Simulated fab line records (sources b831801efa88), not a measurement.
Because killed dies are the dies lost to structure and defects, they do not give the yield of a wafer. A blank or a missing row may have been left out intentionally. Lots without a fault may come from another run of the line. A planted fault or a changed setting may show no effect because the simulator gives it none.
Problem report in the 8D (eight disciplines) form, filled by code || flow gf180mcu || the parts of the form that need people (team, actions taken, sign-off) are left out

## 1. THE PROBLEM
dose-ions-cm2 at GF_HV_LDD_IMPLANT_48 reads a mean of 3e+13 on 6 wafers of 2 lots; wafers without a fault read 3e+13 with a standard deviation of 3.3e+10. Relative to the usual mean, that is a shift of -43 standard deviations.
The first sign was on wafer L988.1 at day 18 21:19, on implanter-03. The record holds 42 wafers of 14 lots with a number at this step. Rule for "out", or "out of limits": more than 4 standard deviations from the usual mean. All remaining wafers that have a number are taken as sound.

## 2. WHAT IT IS; WHAT IT IS NOT
{"question": "which readings at this step", "is": "dose-ions-cm2", "is not": "-"}
{"question": "which lots", "is": "L988, L990", "is not": "L969, L970, L972, L973, L975, L976, L977, L980, L982, L989, L991, L992"}
{"question": "which wafers of those lots", "is": "all that have a number", "is not": "-"}
{"question": "read on which tools", "is": "implanter-03", "is not": "implanter-02, implanter-04"}
{"question": "when", "is": "from day 18 21:19", "is not": "up to then (27 sound wafers); but 9 sound wafers of L989, L991, L992 came after"}

## 3. SUSPECTS, AND WHAT RULES EACH OUT
Counting: a tool stays on the suspect list if, at a process step up to the reading, it processed all lots that are out and no sound lot following the first of them.
- implanter-03 at GF_HV_LDD_IMPLANT_48: kept. All lots that are out passed through it, beginning with L988 at day 18 21:19, and no sound lot followed; its final sound lot before that point was L982 at day 16 14:52. Its own dose-ions-cm2 readings are out on those wafers.
Left after counting: implanter-03 at GF_HV_LDD_IMPLANT_48.

## 4. THE CAUSE (what the simulator had put in)
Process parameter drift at GF_HV_LDD_IMPLANT_48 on implanter-03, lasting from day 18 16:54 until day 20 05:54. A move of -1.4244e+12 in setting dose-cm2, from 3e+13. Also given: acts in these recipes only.
The count eliminated every tool but this one.

## 5. THE CHAIN OF EFFECTS, in route order
Each row: a reading where the mean over the struck wafers with a number is more than 3 standard deviations away from the usual. Readings are gone through only where the record gives a usual standard deviation; hours: the median, over the lots, of the time from a lot's start at the first step in this table giving one to that lot's start at this step; sigmas: the change measured in usual standard deviations.
{"hours": 0, "step": "GF_HV_LDD_IMPLANT_48", "reading": "dose-ions-cm2", "usual": 3e+13, "on struck wafers": 3e+13, "change": -1e+12, "sigmas": -43}
Its process steps:
- GF_HV_LDD_IMPLANT_48
Later steps that measure or inspect, where all struck wafers having a row at the step show a number for every such reading and not one has moved that far: GF_HV_LDD_TW_MEAS_50, GF_V1_RS_MEAS_24.

## 6. HOW IT WOULD HAVE BEEN CAUGHT EARLIER
The fault began at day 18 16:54; the first out-of-limits reading in this record came at day 18 21:19, 4 hours later.
